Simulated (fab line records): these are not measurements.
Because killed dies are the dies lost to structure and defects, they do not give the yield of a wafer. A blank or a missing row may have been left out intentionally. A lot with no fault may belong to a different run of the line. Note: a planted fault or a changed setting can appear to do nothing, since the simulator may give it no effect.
Comparing a struck lot with a sound one :: flow sky130 :: 18 out of 708 route steps
Sound: the wafers L124.1, L124.5, L124.6. Struck: wafers L144.2, L144.3, L144.4. The cause is given at the end.
At each step with rows: each side's tool, then ch and its chambers, then its first start. Under that, the readings that differ: sound wafers :: struck wafers :: difference of the means :: sigmas: that difference in standard deviations of wafers without a fault.
alike: same words and numbers on both sides, and readings whose means sit less than 2 such deviations apart. not compared: any withheld reading, any reading some wafer has no value for, any bound like >300 that may hide the same value, and any number with overlapping values for which the record gives no deviation.
Wherever a step has rows on one side only, a row that says differs or no value, or a row with sigmas, the two part there. When numbers do not overlap yet have no deviation, they are printed without sigmas and do not part them. A reading that every wafer of one side lacks parts them only if that side has two wafers or more.

SKY_LDD_HVP_STRIP_09: strips in O2/N2.
  sound on plasma asher-03 ch 0,1, day 21 17:02; struck on plasma asher-04 ch 0,1, day 28 21:23
  alike: drypump motor current A, oes product au, strip time to endpoint s
  not compared: rf hours counter h
SKY_LDD_HVP_TW_MEAS_10:
  sound on film metro-03 at day 21 17:08; struck on film metro-04 at day 28 21:29
  alike: LDD_HVP_TW
then, 7 steps without rows for these wafers: SKY_LDD_LDN_DEHYDRATE_00 (time 60 s); SKY_LDD_LDN_HMDS_01 (prime time 60 s); SKY_LDD_LDN_COAT_02 (resist thk 1140 nm); SKY_LDD_LDN_SOFTBAKE_03 (time 60 s); SKY_LDD_LDN_EXPOSE_04 (exposes mask LDNTM, target cd 700 nm); SKY_LDD_LDN_PEB_05; SKY_LDD_LDN_DEVELOP_06 (develop time 60 s).
SKY_LDD_LDN_OVL_MEAS_07:
  sound on overlay-01 at day 22 23:58; struck on overlay-02 at day 29 23:07
  alike: LDD_LDN_OVL
then, 2 steps without rows for these wafers: SKY_LDD_LDN_IMPLANT_08; SKY_LDD_LDN_IMPLANT_09.
SKY_LDD_LDN_IMPLANT_10:
  sound on implanter-02 ch 0, day 23 00:19; struck on implanter-03 ch 0, day 29 23:28
reading: dose ions cm2
sound: 1.2522e+13 1.2514e+13 1.251e+13
struck: 1.274e+12 1.29e+12 1.284e+12
difference: -1.123e+13
sigmas: -99 or more

reading: faraday current uA
sound: 70.8 69.3 68.1
struck: 7.0 7.1 7.1
difference: -62.3
sigmas: -45
  alike: beam on s
following that, these wafers have no rows for 1 step: SKY_LDD_LDN_IMPLANT_11.
SKY_LDD_LDN_STRIP_12: strips in O2/N2.
  sound on plasma asher-04 ch 0,1, day 23 00:37; struck on plasma asher-04 ch 0,1, day 29 23:44
  alike: drypump motor current A, oes product au, strip time to endpoint s
  not compared: rf hours counter h
SKY_LDD_LDN_TW_MEAS_13:
  sound on film metro-04 at day 23 00:43; struck on film metro-04 at day 29 23:51
reading: LDD_LDN_TW
sound: 1477 1493 1482
struck: 1394 1388 1394
difference: -92
sigmas: -16
then, 1 step without rows for these wafers: SKY_LDD_LDN_CLEAN_14 (cleans in SC1/SC2, time 150 s).
-- the record jumps here: 21 days lie between the struck wafers' starts before and after (it left off in module LDD_LDN and takes up again in module PAD_OPEN, whose first step shown is number 708 of the route) --
SKY_PAD_OPEN_PROBE_99:
  sound on prober-02 at day 45 17:34; struck on prober-01 at day 50 12:49
reading: model.etest.tip sonos.rs ohm sq
sound: 2634 2660 2656
struck: 3103 3016 3042
difference: +404
sigmas: 
  alike: killed_at_M0_to_M3, killed_at_M4_up, killed at contacts, killed at front end, killed at other, killed dies, killed open, killed short

== WHERE THEY PART ==
Last at SKY_LDD_LDN_TW_MEAS_13 as far as this record goes, first at SKY_LDD_LDN_IMPLANT_10. Later steps at which nothing parts them and some readings are alike: SKY_PAD_OPEN_PROBE_99.

WHY: the cause the simulator had injected
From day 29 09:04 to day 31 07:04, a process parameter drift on implanter-03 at SKY_LDD_LDN_IMPLANT_10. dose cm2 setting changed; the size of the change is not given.
